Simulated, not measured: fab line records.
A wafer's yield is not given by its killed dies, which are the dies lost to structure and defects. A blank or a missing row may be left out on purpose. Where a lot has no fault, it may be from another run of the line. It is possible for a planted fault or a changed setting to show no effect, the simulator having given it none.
fab line records / flow gf180mcu
record: lots: 14 wafers: 42 last_day: 34
route steps=602 shown MVPSD@82 V1@337
lots untouched by any fault: they come from a run of this same line in which no faults occurred
start_h: hours from the record's first day to the start of the lot's first wafer shown / wait_h: hours from the lot's prior step to this one / " repeats the value in the row above / L1.1+2: a single row standing in for several wafers / - no value, or no start given / * or withheld: withheld / < > ~ a bound
route shown NAME@n: a module of which the file shows steps, and the number in the route of the first / usual: the fault-free wafers' mean and standard deviation / same: alike in all rows / chamber/n: place in a boat / sites: the reading at each site / _std_site: standard deviation across them / _edge_site: inner sites' mean taken away from outer sites' mean / radius_mm: how far each site lies from the wafer's centre / mask NAME#n: copy n / behind: the most recent tool/chamber to have shaped the wafer / hold: reason for holding the lot/hours on hold/outcome of the hold / device: which transistor (n, p or np) failed to switch / end of line: the route-end tests of the same wafers / a step without rows: its recipe alone / killed: not the wafer's yield, but the dies lost to structure and defects at the first sort / map: dies across one wafer; x = killed, . = not, _ = none there
set.NAME: the setting that was run; set.NAME@STEP: the one run at that earlier step / model.NAME: the simulator's own value behind a step, which no gauge read
route steps across a sampled set of lots; one table per step, one row per wafer
services: when a tool's chamber went out of use (start_h, in hours from the record's first day, below 0 if earlier), for how many hours, and the reason
== steps ==
step: GF_MVPSD_EXPOSE_04
recipe: mask_id: MVPSD target_cd_nm: 1000 na: 0.6 source_shape: conventional sigma_outer: 0.6 dose_mj: 260
same: na: 0.6
lot.wafer=L431.1+2+4 tool=iline_stepper-01 chamber=0 start_h=99.67 wait_h=- mask=MVPSD#0
lot.wafer=L432.4+5+6 tool=iline_stepper-01 chamber=0 start_h=109.61 wait_h=- mask=MVPSD#0
lot.wafer=L433.1+4+5 tool=iline_stepper-02 chamber=0 start_h=114.91 wait_h=- mask=MVPSD#0
lot.wafer=L434.1+2+3 tool=iline_stepper-01 chamber=0 start_h=120.37 wait_h=- mask=MVPSD#0
lot.wafer=L435.1+4+5 tool=iline_stepper-02 chamber=0 start_h=125.12 wait_h=- mask=MVPSD#0
lot.wafer=L436.1+2+3 tool=iline_stepper-01 chamber=0 start_h=131.61 wait_h=- mask=MVPSD#0
lot.wafer=L442.2+3+5 tool=iline_stepper-02 chamber=0 start_h=165.54 wait_h=- mask=MVPSD#0
lot.wafer=L444.1+3+5 tool=iline_stepper-01 chamber=0 start_h=176.96 wait_h=- mask=MVPSD#0
lot.wafer=L445.3+4+5 tool=iline_stepper-02 chamber=0 start_h=183.65 wait_h=- mask=MVPSD#0
lot.wafer=L446.4+5+6 tool=iline_stepper-01 chamber=0 start_h=189.93 wait_h=- mask=MVPSD#0
lot.wafer=L449.1+5+6 tool=iline_stepper-02 chamber=0 start_h=206.42 wait_h=- mask=MVPSD#0
lot.wafer=L450.4+5+6 tool=iline_stepper-01 chamber=0 start_h=214.57 wait_h=- mask=MVPSD#0
lot.wafer=L451.1+3+4 tool=iline_stepper-01 chamber=0 start_h=217.74 wait_h=- mask=MVPSD#0
lot.wafer=L452.2+3+5 tool=iline_stepper-01 chamber=0 start_h=224.62 wait_h=- mask=MVPSD#0
step: GF_MVPSD_OVL_MEAS_07
usual: MVPSD_OVL: -0.1/1.5
lot.wafer=L431.1 tool=overlay-01 chamber=- start_h=106.55 wait_h=- MVPSD_OVL[nm]=1.7
lot.wafer=L431.2 tool=overlay-01 chamber=- start_h=106.55 wait_h=- MVPSD_OVL[nm]=-0.3
lot.wafer=L431.4 tool=overlay-01 chamber=- start_h=106.55 wait_h=- MVPSD_OVL[nm]=0.4
lot.wafer=L432.4 tool=overlay-02 chamber=- start_h=116.51 wait_h=- MVPSD_OVL[nm]=-0.3
lot.wafer=L432.5 tool=overlay-02 chamber=- start_h=116.51 wait_h=- MVPSD_OVL[nm]=0.8
lot.wafer=L432.6 tool=overlay-02 chamber=- start_h=116.51 wait_h=- MVPSD_OVL[nm]=1.0
lot.wafer=L433.1 tool=overlay-02 chamber=- start_h=121.79 wait_h=- MVPSD_OVL[nm]=0.1
lot.wafer=L433.4 tool=overlay-02 chamber=- start_h=121.79 wait_h=- MVPSD_OVL[nm]=-0.9
lot.wafer=L433.5 tool=overlay-02 chamber=- start_h=121.79 wait_h=- MVPSD_OVL[nm]=1.6
lot.wafer=L434.1 tool=overlay-01 chamber=- start_h=127.95 wait_h=- MVPSD_OVL[nm]=0.3
lot.wafer=L434.2 tool=overlay-01 chamber=- start_h=127.95 wait_h=- MVPSD_OVL[nm]=1.3
lot.wafer=L434.3 tool=overlay-01 chamber=- start_h=127.95 wait_h=- MVPSD_OVL[nm]=-0.7
lot.wafer=L435.1 tool=overlay-02 chamber=- start_h=132.19 wait_h=- MVPSD_OVL[nm]=0.9
lot.wafer=L435.4 tool=overlay-02 chamber=- start_h=132.19 wait_h=- MVPSD_OVL[nm]=0.5
lot.wafer=L435.5 tool=overlay-02 chamber=- start_h=132.19 wait_h=- MVPSD_OVL[nm]=0.2
lot.wafer=L436.1 tool=overlay-02 chamber=- start_h=138.85 wait_h=- MVPSD_OVL[nm]=-0.6
lot.wafer=L436.2 tool=overlay-02 chamber=- start_h=138.85 wait_h=- MVPSD_OVL[nm]=1.5
lot.wafer=L436.3 tool=overlay-02 chamber=- start_h=138.85 wait_h=- MVPSD_OVL[nm]=-0.6
lot.wafer=L442.2 tool=overlay-02 chamber=- start_h=173.85 wait_h=- MVPSD_OVL[nm]=0.8
lot.wafer=L442.3 tool=overlay-02 chamber=- start_h=173.85 wait_h=- MVPSD_OVL[nm]=1.1
lot.wafer=L442.5 tool=overlay-02 chamber=- start_h=173.85 wait_h=- MVPSD_OVL[nm]=1.9
lot.wafer=L444.1 tool=overlay-02 chamber=- start_h=184.45 wait_h=- MVPSD_OVL[nm]=0.3
lot.wafer=L444.3 tool=overlay-02 chamber=- start_h=184.45 wait_h=- MVPSD_OVL[nm]=1.3
lot.wafer=L444.5 tool=overlay-02 chamber=- start_h=184.45 wait_h=- MVPSD_OVL[nm]=-1.3
lot.wafer=L445.3 tool=overlay-01 chamber=- start_h=192.01 wait_h=- MVPSD_OVL[nm]=6.8
lot.wafer=L445.4 tool=overlay-01 chamber=- start_h=192.01 wait_h=- MVPSD_OVL[nm]=5.4
lot.wafer=L445.5 tool=overlay-01 chamber=- start_h=192.01 wait_h=- MVPSD_OVL[nm]=4.3
lot.wafer=L446.4 tool=overlay-01 chamber=- start_h=198.06 wait_h=- MVPSD_OVL[nm]=-2.2
lot.wafer=L446.5 tool=overlay-01 chamber=- start_h=198.06 wait_h=- MVPSD_OVL[nm]=-4.2
lot.wafer=L446.6 tool=overlay-01 chamber=- start_h=198.06 wait_h=- MVPSD_OVL[nm]=-2.2
lot.wafer=L449.1 tool=overlay-01 chamber=- start_h=214.40 wait_h=- MVPSD_OVL[nm]=5.1
lot.wafer=L449.5 tool=overlay-01 chamber=- start_h=214.40 wait_h=- MVPSD_OVL[nm]=5.6
lot.wafer=L449.6 tool=overlay-01 chamber=- start_h=214.40 wait_h=- MVPSD_OVL[nm]=2.9
lot.wafer=L450.4 tool=overlay-01 chamber=- start_h=222.86 wait_h=- MVPSD_OVL[nm]=-0.2
lot.wafer=L450.5 tool=overlay-01 chamber=- start_h=222.86 wait_h=- MVPSD_OVL[nm]=0.6
lot.wafer=L450.6 tool=overlay-01 chamber=- start_h=222.86 wait_h=- MVPSD_OVL[nm]=-1.7
lot.wafer=L451.1 tool=overlay-02 chamber=- start_h=226.00 wait_h=- MVPSD_OVL[nm]=-0.9
lot.wafer=L451.3 tool=overlay-02 chamber=- start_h=226.00 wait_h=- MVPSD_OVL[nm]=-3.2
lot.wafer=L451.4 tool=overlay-02 chamber=- start_h=226.00 wait_h=- MVPSD_OVL[nm]=-1.3
lot.wafer=L452.2 tool=overlay-01 chamber=- start_h=233.34 wait_h=- MVPSD_OVL[nm]=1.3
lot.wafer=L452.3 tool=overlay-01 chamber=- start_h=233.34 wait_h=- MVPSD_OVL[nm]=1.5
lot.wafer=L452.5 tool=overlay-01 chamber=- start_h=233.34 wait_h=- MVPSD_OVL[nm]=0.7
step: GF_V1_CVD_02
recipe: material: SiO2 target_thk_nm: 850 precursor: TEOS temp_c: 400 time_s: 94.851 rf_w: 600
usual: heater_power_w: 703/100
lot.wafer=L431.1 tool=pecvd-01 chamber=1 start_h=396.46 wait_h=0.1 heater_power_w=748
lot.wafer=L431.2 tool=pecvd-01 chamber=2 start_h=396.46 wait_h=0.1 heater_power_w=625
lot.wafer=L431.4 tool=pecvd-01 chamber=0 start_h=396.46 wait_h=0.1 heater_power_w=729
lot.wafer=L432.4 tool=pecvd-01 chamber=1 start_h=414.11 wait_h=0.1 heater_power_w=718
lot.wafer=L432.5 tool=pecvd-01 chamber=0 start_h=414.11 wait_h=0.1 heater_power_w=739
lot.wafer=L432.6 tool=pecvd-01 chamber=2 start_h=414.11 wait_h=0.1 heater_power_w=609
lot.wafer=L433.1 tool=pecvd-04 chamber=2 start_h=430.07 wait_h=0.1 heater_power_w=831
lot.wafer=L433.4 tool=pecvd-04 chamber=1 start_h=430.07 wait_h=0.1 heater_power_w=722
lot.wafer=L433.5 tool=pecvd-04 chamber=0 start_h=430.07 wait_h=0.1 heater_power_w=908
lot.wafer=L434.1 tool=pecvd-01 chamber=2 start_h=444.79 wait_h=0.1 heater_power_w=531
lot.wafer=L434.2 tool=pecvd-01 chamber=1 start_h=444.79 wait_h=0.1 heater_power_w=689
lot.wafer=L434.3 tool=pecvd-01 chamber=0 start_h=444.79 wait_h=0.1 heater_power_w=733
lot.wafer=L435.1 tool=pecvd-03 chamber=2 start_h=445.98 wait_h=0.1 heater_power_w=506
lot.wafer=L435.4 tool=pecvd-03 chamber=0 start_h=445.98 wait_h=0.1 heater_power_w=658
lot.wafer=L435.5 tool=pecvd-03 chamber=2 start_h=445.98 wait_h=0.1 heater_power_w=537
lot.wafer=L436.1 tool=pecvd-03 chamber=1 start_h=477.71 wait_h=0.1 heater_power_w=737
lot.wafer=L436.2 tool=pecvd-03 chamber=0 start_h=477.71 wait_h=0.1 heater_power_w=804
lot.wafer=L436.3 tool=pecvd-03 chamber=2 start_h=477.71 wait_h=0.1 heater_power_w=468
lot.wafer=L442.2 tool=pecvd-04 chamber=2 start_h=510.44 wait_h=0.0 heater_power_w=774
lot.wafer=L442.3 tool=pecvd-04 chamber=1 start_h=510.44 wait_h=0.0 heater_power_w=589
lot.wafer=L442.5 tool=pecvd-04 chamber=0 start_h=510.44 wait_h=0.0 heater_power_w=739
lot.wafer=L446.4 tool=pecvd-03 chamber=2 start_h=526.60 wait_h=0.1 heater_power_w=532
lot.wafer=L446.5 tool=pecvd-03 chamber=1 start_h=526.60 wait_h=0.1 heater_power_w=840
lot.wafer=L446.6 tool=pecvd-03 chamber=0 start_h=526.60 wait_h=0.1 heater_power_w=772
lot.wafer=L444.1 tool=pecvd-01 chamber=2 start_h=532.25 wait_h=0.1 heater_power_w=594
lot.wafer=L444.3 tool=pecvd-01 chamber=1 start_h=532.25 wait_h=0.1 heater_power_w=659
lot.wafer=L444.5 tool=pecvd-01 chamber=1 start_h=532.25 wait_h=0.1 heater_power_w=734
lot.wafer=L445.3 tool=pecvd-04 chamber=0 start_h=532.43 wait_h=0.0 heater_power_w=933
lot.wafer=L445.4 tool=pecvd-04 chamber=0 start_h=532.43 wait_h=0.0 heater_power_w=737
lot.wafer=L445.5 tool=pecvd-04 chamber=1 start_h=532.43 wait_h=0.0 heater_power_w=582
lot.wafer=L449.1 tool=pecvd-04 chamber=0 start_h=547.89 wait_h=0.1 heater_power_w=915
lot.wafer=L449.5 tool=pecvd-04 chamber=1 start_h=547.89 wait_h=0.1 heater_power_w=704
lot.wafer=L449.6 tool=pecvd-04 chamber=0 start_h=547.89 wait_h=0.1 heater_power_w=752
lot.wafer=L450.4 tool=pecvd-01 chamber=0 start_h=557.89 wait_h=0.1 heater_power_w=730
lot.wafer=L450.5 tool=pecvd-01 chamber=2 start_h=557.89 wait_h=0.1 heater_power_w=649
lot.wafer=L450.6 tool=pecvd-01 chamber=1 start_h=557.89 wait_h=0.1 heater_power_w=701
lot.wafer=L451.1 tool=pecvd-01 chamber=2 start_h=565.38 wait_h=0.1 heater_power_w=630
lot.wafer=L451.3 tool=pecvd-01 chamber=0 start_h=565.38 wait_h=0.1 heater_power_w=762
lot.wafer=L451.4 tool=pecvd-01 chamber=2 start_h=565.38 wait_h=0.1 heater_power_w=648
lot.wafer=L452.2 tool=pecvd-01 chamber=2 start_h=573.98 wait_h=0.0 heater_power_w=620
lot.wafer=L452.3 tool=pecvd-01 chamber=1 start_h=573.98 wait_h=0.0 heater_power_w=770
lot.wafer=L452.5 tool=pecvd-01 chamber=2 start_h=573.98 wait_h=0.0 heater_power_w=633
step: GF_V1_THK_MEAS_03
recipe: reads: SiO2_of_V1_CVD_02
usual: V1_CVD_02_THK: 851/13
lot.wafer=L431.1 tool=film_metro-04 chamber=- start_h=396.53 wait_h=0.0 V1_CVD_02_THK[nm]=857
lot.wafer=L431.2 tool=film_metro-04 chamber=- start_h=396.53 wait_h=0.0 V1_CVD_02_THK[nm]=854
lot.wafer=L431.4 tool=film_metro-04 chamber=- start_h=396.53 wait_h=0.0 V1_CVD_02_THK[nm]=862
lot.wafer=L432.4 tool=film_metro-03 chamber=- start_h=414.18 wait_h=0.0 V1_CVD_02_THK[nm]=859
lot.wafer=L432.5 tool=film_metro-03 chamber=- start_h=414.18 wait_h=0.0 V1_CVD_02_THK[nm]=854
lot.wafer=L432.6 tool=film_metro-03 chamber=- start_h=414.18 wait_h=0.0 V1_CVD_02_THK[nm]=864
lot.wafer=L433.1 tool=film_metro-02 chamber=- start_h=430.14 wait_h=0.0 V1_CVD_02_THK[nm]=822
lot.wafer=L433.4 tool=film_metro-02 chamber=- start_h=430.14 wait_h=0.0 V1_CVD_02_THK[nm]=848
lot.wafer=L433.5 tool=film_metro-02 chamber=- start_h=430.14 wait_h=0.0 V1_CVD_02_THK[nm]=842
lot.wafer=L434.1 tool=film_metro-03 chamber=- start_h=444.86 wait_h=0.0 V1_CVD_02_THK[nm]=866
lot.wafer=L434.2 tool=film_metro-03 chamber=- start_h=444.86 wait_h=0.0 V1_CVD_02_THK[nm]=856
lot.wafer=L434.3 tool=film_metro-03 chamber=- start_h=444.86 wait_h=0.0 V1_CVD_02_THK[nm]=866
lot.wafer=L435.1 tool=film_metro-02 chamber=- start_h=446.05 wait_h=0.0 V1_CVD_02_THK[nm]=830
lot.wafer=L435.4 tool=film_metro-02 chamber=- start_h=446.05 wait_h=0.0 V1_CVD_02_THK[nm]=866
lot.wafer=L435.5 tool=film_metro-02 chamber=- start_h=446.05 wait_h=0.0 V1_CVD_02_THK[nm]=848
lot.wafer=L436.1 tool=film_metro-03 chamber=- start_h=477.78 wait_h=0.0 V1_CVD_02_THK[nm]=818
lot.wafer=L436.2 tool=film_metro-03 chamber=- start_h=477.78 wait_h=0.0 V1_CVD_02_THK[nm]=854
lot.wafer=L436.3 tool=film_metro-03 chamber=- start_h=477.78 wait_h=0.0 V1_CVD_02_THK[nm]=840
lot.wafer=L442.2 tool=film_metro-04 chamber=- start_h=510.52 wait_h=0.0 V1_CVD_02_THK[nm]=836
lot.wafer=L442.3 tool=film_metro-04 chamber=- start_h=510.52 wait_h=0.0 V1_CVD_02_THK[nm]=846
lot.wafer=L442.5 tool=film_metro-04 chamber=- start_h=510.52 wait_h=0.0 V1_CVD_02_THK[nm]=837
lot.wafer=L446.4 tool=film_metro-04 chamber=- start_h=526.66 wait_h=0.0 V1_CVD_02_THK[nm]=853
lot.wafer=L446.5 tool=film_metro-04 chamber=- start_h=526.66 wait_h=0.0 V1_CVD_02_THK[nm]=841
lot.wafer=L446.6 tool=film_metro-04 chamber=- start_h=526.66 wait_h=0.0 V1_CVD_02_THK[nm]=866
lot.wafer=L444.1 tool=film_metro-03 chamber=- start_h=532.31 wait_h=0.0 V1_CVD_02_THK[nm]=859
lot.wafer=L444.3 tool=film_metro-03 chamber=- start_h=532.31 wait_h=0.0 V1_CVD_02_THK[nm]=852
lot.wafer=L444.5 tool=film_metro-03 chamber=- start_h=532.31 wait_h=0.0 V1_CVD_02_THK[nm]=866
lot.wafer=L445.3 tool=film_metro-03 chamber=- start_h=532.54 wait_h=0.1 V1_CVD_02_THK[nm]=835
lot.wafer=L445.4 tool=film_metro-03 chamber=- start_h=532.54 wait_h=0.1 V1_CVD_02_THK[nm]=846
lot.wafer=L445.5 tool=film_metro-03 chamber=- start_h=532.54 wait_h=0.1 V1_CVD_02_THK[nm]=867
lot.wafer=L449.1 tool=film_metro-03 chamber=- start_h=547.96 wait_h=0.0 V1_CVD_02_THK[nm]=831
lot.wafer=L449.5 tool=film_metro-03 chamber=- start_h=547.96 wait_h=0.0 V1_CVD_02_THK[nm]=864
lot.wafer=L449.6 tool=film_metro-03 chamber=- start_h=547.96 wait_h=0.0 V1_CVD_02_THK[nm]=840
lot.wafer=L450.4 tool=film_metro-02 chamber=- start_h=557.96 wait_h=0.0 V1_CVD_02_THK[nm]=865
lot.wafer=L450.5 tool=film_metro-02 chamber=- start_h=557.96 wait_h=0.0 V1_CVD_02_THK[nm]=872
lot.wafer=L450.6 tool=film_metro-02 chamber=- start_h=557.96 wait_h=0.0 V1_CVD_02_THK[nm]=876
lot.wafer=L451.1 tool=film_metro-03 chamber=- start_h=565.48 wait_h=0.1 V1_CVD_02_THK[nm]=840
lot.wafer=L451.3 tool=film_metro-03 chamber=- start_h=565.48 wait_h=0.1 V1_CVD_02_THK[nm]=861
lot.wafer=L451.4 tool=film_metro-03 chamber=- start_h=565.48 wait_h=0.1 V1_CVD_02_THK[nm]=859
lot.wafer=L452.2 tool=film_metro-04 chamber=- start_h=574.06 wait_h=0.0 V1_CVD_02_THK[nm]=849
lot.wafer=L452.3 tool=film_metro-04 chamber=- start_h=574.06 wait_h=0.0 V1_CVD_02_THK[nm]=845
lot.wafer=L452.5 tool=film_metro-04 chamber=- start_h=574.06 wait_h=0.0 V1_CVD_02_THK[nm]=856
step: GF_V1_BOW_MEAS_05
recipe: mode: bow
usual: V1_BOW: 82/8.5
lot.wafer=L431.1 tool=film_metro-02 chamber=- start_h=396.89 wait_h=0.2 V1_BOW[um]=80
lot.wafer=L431.2 tool=film_metro-02 chamber=- start_h=396.89 wait_h=0.2 V1_BOW[um]=80
lot.wafer=L431.4 tool=film_metro-02 chamber=- start_h=396.89 wait_h=0.2 V1_BOW[um]=83
lot.wafer=L432.4 tool=film_metro-02 chamber=- start_h=414.67 wait_h=0.3 V1_BOW[um]=77
lot.wafer=L432.5 tool=film_metro-02 chamber=- start_h=414.67 wait_h=0.3 V1_BOW[um]=81
lot.wafer=L432.6 tool=film_metro-02 chamber=- start_h=414.67 wait_h=0.3 V1_BOW[um]=88
lot.wafer=L433.1 tool=film_metro-03 chamber=- start_h=430.50 wait_h=0.2 V1_BOW[um]=73
lot.wafer=L433.4 tool=film_metro-03 chamber=- start_h=430.50 wait_h=0.2 V1_BOW[um]=72
lot.wafer=L433.5 tool=film_metro-03 chamber=- start_h=430.50 wait_h=0.2 V1_BOW[um]=80
lot.wafer=L434.1 tool=film_metro-04 chamber=- start_h=445.22 wait_h=0.2 V1_BOW[um]=90
lot.wafer=L434.2 tool=film_metro-04 chamber=- start_h=445.22 wait_h=0.2 V1_BOW[um]=70
lot.wafer=L434.3 tool=film_metro-04 chamber=- start_h=445.22 wait_h=0.2 V1_BOW[um]=85
lot.wafer=L435.1 tool=film_metro-03 chamber=- start_h=446.41 wait_h=0.2 V1_BOW[um]=90
lot.wafer=L435.4 tool=film_metro-03 chamber=- start_h=446.41 wait_h=0.2 V1_BOW[um]=79
lot.wafer=L435.5 tool=film_metro-03 chamber=- start_h=446.41 wait_h=0.2 V1_BOW[um]=70
lot.wafer=L436.1 tool=film_metro-02 chamber=- start_h=478.15 wait_h=0.2 V1_BOW[um]=78
lot.wafer=L436.2 tool=film_metro-02 chamber=- start_h=478.15 wait_h=0.2 V1_BOW[um]=78
lot.wafer=L436.3 tool=film_metro-02 chamber=- start_h=478.15 wait_h=0.2 V1_BOW[um]=77
lot.wafer=L442.2 tool=film_metro-04 chamber=- start_h=510.89 wait_h=0.1 V1_BOW[um]=75
lot.wafer=L442.3 tool=film_metro-04 chamber=- start_h=510.89 wait_h=0.1 V1_BOW[um]=83
lot.wafer=L442.5 tool=film_metro-04 chamber=- start_h=510.89 wait_h=0.1 V1_BOW[um]=82
lot.wafer=L446.4 tool=film_metro-03 chamber=- start_h=527.05 wait_h=0.2 V1_BOW[um]=76
lot.wafer=L446.5 tool=film_metro-03 chamber=- start_h=527.05 wait_h=0.2 V1_BOW[um]=68
lot.wafer=L446.6 tool=film_metro-03 chamber=- start_h=527.05 wait_h=0.2 V1_BOW[um]=90
lot.wafer=L444.1 tool=film_metro-04 chamber=- start_h=532.67 wait_h=0.2 V1_BOW[um]=94
lot.wafer=L444.3 tool=film_metro-04 chamber=- start_h=532.67 wait_h=0.2 V1_BOW[um]=82
lot.wafer=L444.5 tool=film_metro-04 chamber=- start_h=532.67 wait_h=0.2 V1_BOW[um]=87
lot.wafer=L445.3 tool=film_metro-04 chamber=- start_h=532.92 wait_h=0.2 V1_BOW[um]=74
lot.wafer=L445.4 tool=film_metro-04 chamber=- start_h=532.92 wait_h=0.2 V1_BOW[um]=78
lot.wafer=L445.5 tool=film_metro-04 chamber=- start_h=532.92 wait_h=0.2 V1_BOW[um]=71
lot.wafer=L449.1 tool=film_metro-04 chamber=- start_h=548.32 wait_h=0.2 V1_BOW[um]=83
lot.wafer=L449.5 tool=film_metro-04 chamber=- start_h=548.32 wait_h=0.2 V1_BOW[um]=77
lot.wafer=L449.6 tool=film_metro-04 chamber=- start_h=548.32 wait_h=0.2 V1_BOW[um]=85
lot.wafer=L450.4 tool=film_metro-04 chamber=- start_h=558.35 wait_h=0.3 V1_BOW[um]=82
lot.wafer=L450.5 tool=film_metro-04 chamber=- start_h=558.35 wait_h=0.3 V1_BOW[um]=80
lot.wafer=L450.6 tool=film_metro-04 chamber=- start_h=558.35 wait_h=0.3 V1_BOW[um]=83
lot.wafer=L451.1 tool=film_metro-04 chamber=- start_h=565.84 wait_h=0.2 V1_BOW[um]=78
lot.wafer=L451.3 tool=film_metro-04 chamber=- start_h=565.84 wait_h=0.2 V1_BOW[um]=81
lot.wafer=L451.4 tool=film_metro-04 chamber=- start_h=565.84 wait_h=0.2 V1_BOW[um]=90
lot.wafer=L452.2 tool=film_metro-04 chamber=- start_h=574.71 wait_h=0.2 V1_BOW[um]=85
lot.wafer=L452.3 tool=film_metro-04 chamber=- start_h=574.71 wait_h=0.2 V1_BOW[um]=82
lot.wafer=L452.5 tool=film_metro-04 chamber=- start_h=574.71 wait_h=0.2 V1_BOW[um]=79
== services ==
tool=iline_stepper-01 chamber=- start_h=97.36 hours=1.7 kind=pm
tool=iline_stepper-02 chamber=- start_h=157.19 hours=1.7 kind=pm
tool=pecvd-03 chamber=- start_h=160.62 hours=14.0 kind=pm
tool=pecvd-04 chamber=- start_h=202.04 hours=6.0 kind=pm
tool=pecvd-04 chamber=- start_h=251.57 hours=0.8 kind=repair
tool=pecvd-04 chamber=1 start_h=295.96 hours=9.7 kind=repair
tool=pecvd-01 chamber=1 start_h=298.53 hours=4.3 kind=repair
tool=iline_stepper-01 chamber=- start_h=315.46 hours=1.7 kind=pm
tool=iline_stepper-02 chamber=- start_h=326.01 hours=2.1 kind=pm
tool=pecvd-01 chamber=- start_h=342.25 hours=2.8 kind=pm
tool=iline_stepper-01 chamber=- start_h=350.36 hours=11.5 kind=repair
tool=iline_stepper-01 chamber=- start_h=364.42 hours=8.9 kind=pm
tool=pecvd-01 chamber=1 start_h=368.30 hours=21.3 kind=repair
tool=pecvd-01 chamber=- start_h=368.88 hours=14.0 kind=pm
tool=iline_stepper-02 chamber=- start_h=375.37 hours=1.7 kind=pm
tool=iline_stepper-01 chamber=- start_h=406.36 hours=7.3 kind=repair
tool=iline_stepper-02 chamber=- start_h=447.17 hours=5.3 kind=repair
tool=iline_stepper-01 chamber=- start_h=467.89 hours=7.7 kind=repair
tool=iline_stepper-01 chamber=- start_h=489.85 hours=3.9 kind=repair
tool=iline_stepper-01 chamber=- start_h=533.61 hours=1.7 kind=pm
tool=pecvd-01 chamber=- start_h=536.14 hours=14.6 kind=pm
tool=iline_stepper-01 chamber=- start_h=548.38 hours=4.7 kind=repair
tool=iline_stepper-01 chamber=- start_h=561.05 hours=16.0 kind=repair
tool=pecvd-01 chamber=1 start_h=562.13 hours=11.2 kind=repair
== key ==
first_sign: step: GF_MVPSD_OVL_MEAS_07 reading: MVPSD_OVL direction: up sigmas: 3.3 usual: -0.1 struck: 5.0
effect none on later readings
met_at GF_MVPSD_EXPOSE_04
struck_lots L445,L449
tester_left_out L445,L449
not_acting_at GF_V1_CVD_02,GF_V1_THK_MEAS_03,GF_V1_BOW_MEAS_05
onset_between 165.54 183.65
fault: kind: scanner_matching_overlay tool: iline_stepper-02 chamber: - onset_h: 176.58 steps: GF_MVPSD_EXPOSE_04 offset: 4.87
tester_left_out: of these lots the tester's yield and bins aren't shown, on N5 and GAA mostly nor the transistor test; their killed dies are dies lost to structure and defects alone, not to doping, threshold or leakage, so they don't give the yield
